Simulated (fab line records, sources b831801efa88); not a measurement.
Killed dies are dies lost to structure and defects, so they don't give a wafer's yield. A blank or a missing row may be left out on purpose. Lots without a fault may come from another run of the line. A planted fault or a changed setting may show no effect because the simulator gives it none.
A struck lot beside a sound one | flow sfq_line | 15 steps out of a route of 325
Sound: wafers L191.1, L191.4, L191.6. Struck: wafers L202.1, L202.5, L202.6. The cause comes at the end.
At each step with rows: each side's tool, then ch and its chambers, then its first start. Under that, the readings that differ: sound wafers | struck wafers | difference of the means | sigmas: that difference in standard deviations of wafers without a fault.
alike: readings whose means differ by less than 2 such deviations, and words and numbers that are the same on both sides. not compared: withheld readings, readings that some wafer has no value for, bounds like >300 that may hide the same value, and numbers for which the record gives no deviation and whose values overlap.
The two part at a step that has a row with sigmas, a row that says differs or no value, or rows on one side only. Numbers that don't overlap but have no deviation are shown without sigmas and don't part them. A reading that every wafer of one side lacks parts them only if that side has two wafers or more.

first, 1 step without rows for these wafers: SFQ_TRILAYER_M3_STRIP_SOLV_CLEAN_080 (cleans in NMP, time 600 s).
SFQ_TRILAYER_I3_DEP_PECVD_081: deposits SiO2 from SiH4/N2O, time 111.11 s, target thk 500 nm.
  sound on pecvd-02 ch 0,1,2, day 27 11:32; struck on pecvd-02 ch 0,2, day 34 05:13
  alike: heater_power_outer_w, heater_power_w, throttle_valve_pct
SFQ_TRILAYER_I3_CMP_CMP_082: polishes SiO2.
  sound on cmp-01 ch 0,2, day 27 15:37; struck on cmp-01 ch 0,1,2, day 34 14:48
  alike: motor_current_A, time_to_endpoint_s
SFQ_I3_BOW_MEAS_922:
  sound on film_metro-02, day 27 18:37; struck on film_metro-01, day 34 16:48
  alike: I3_BOW
SFQ_TRILAYER_I3_METRO_MEASURE_083:
  sound on film_metro-02, day 27 18:44; struck on film_metro-01, day 34 16:55
  alike: thk_nm
then, 6 steps without rows for these wafers: SFQ_TRILAYER_I3_VIA_LITHO_COAT_090 (resist thk 62 nm); SFQ_TRILAYER_I3_VIA_LITHO_COAT_085 (resist thk 650 nm); SFQ_TRILAYER_I3_VIA_LITHO_SOFTBAKE_089; SFQ_TRILAYER_I3_VIA_LITHO_EXPOSE_086 (exposes mask I3, target cd 500 nm); SFQ_TRILAYER_I3_VIA_LITHO_PEB_088 (peb time 60 s); SFQ_TRILAYER_I3_VIA_LITHO_DEVELOP_087 (time 60 s).
-- the record jumps here: 6 days lie between the struck wafers' starts before and after --
SFQ_I3_OVL_MEAS_923:
  sound on overlay-01, day 34 01:49; struck on overlay-01, day 41 04:37
  alike: I3_OVL
SFQ_TRILAYER_I3_VIA_BARC_OPEN_VIA_ETCH_121: etches BARC in O2, target depth 125 nm, time 41.7 s.
  sound on rie_diel-04 ch 1,2,3, day 34 01:51; struck on rie_diel-04 ch 0,2,3, day 41 04:39
  reading                                                 | sound             | struck            | difference | sigmas
  oes_product_au (a.u.)                                   | 0.684 0.679 0.683 | 0.812 0.820 0.815 | +0.134     | +28
  run_length_s (s)                                        | 70.2 70.0 70.6    | 61.4 60.1 60.6    | -9.6       | -25
  time_s (s)                                              | 41.7 41.7 41.7    | 29.19 29.19 29.19 | -12.51     |
  model.KrF_of_TRILAYER_I3_VIA_LITHO_COAT_085.thk_nm (nm) | 575.6 575.7 572.7 | 589.2 585.5 586.1 | +12.3      |
  alike: drypump_motor_current_A
  not compared: rf_hours_counter_h
SFQ_TRILAYER_I3_VIA_ETCH_VIA_ETCH_088: etches SiO2 in CHF3, stops on Nb, target depth 260 nm.
  sound on rie_diel-04 ch 1,2,3, day 34 01:53; struck on rie_diel-04 ch 0,2,3, day 41 04:41
  reading                                                 | sound           | struck            | difference | sigmas
  model.KrF_of_TRILAYER_I3_VIA_LITHO_COAT_085.thk_nm (nm) | 531 530.8 527.2 | 544.6 540.7 540.5 | +12.3      |
  alike: drypump_motor_current_A, oes_product_au
SFQ_TRILAYER_I3_VIA_STRIP_STRIP_089: strips in O2.
  sound on rie_metal-03 ch 1, day 34 02:00; struck on rie_metal-03 ch 0,1, day 41 04:48
  alike: drypump_motor_current_A, oes_product_au
  not compared: rf_hours_counter_h

WHERE THEY PART
Only at SFQ_TRILAYER_I3_VIA_BARC_OPEN_VIA_ETCH_121, within this record. Later steps at which nothing parts them and some readings are alike: SFQ_TRILAYER_I3_VIA_ETCH_VIA_ETCH_088, SFQ_TRILAYER_I3_VIA_STRIP_STRIP_089.

WHY: what the simulator had put in
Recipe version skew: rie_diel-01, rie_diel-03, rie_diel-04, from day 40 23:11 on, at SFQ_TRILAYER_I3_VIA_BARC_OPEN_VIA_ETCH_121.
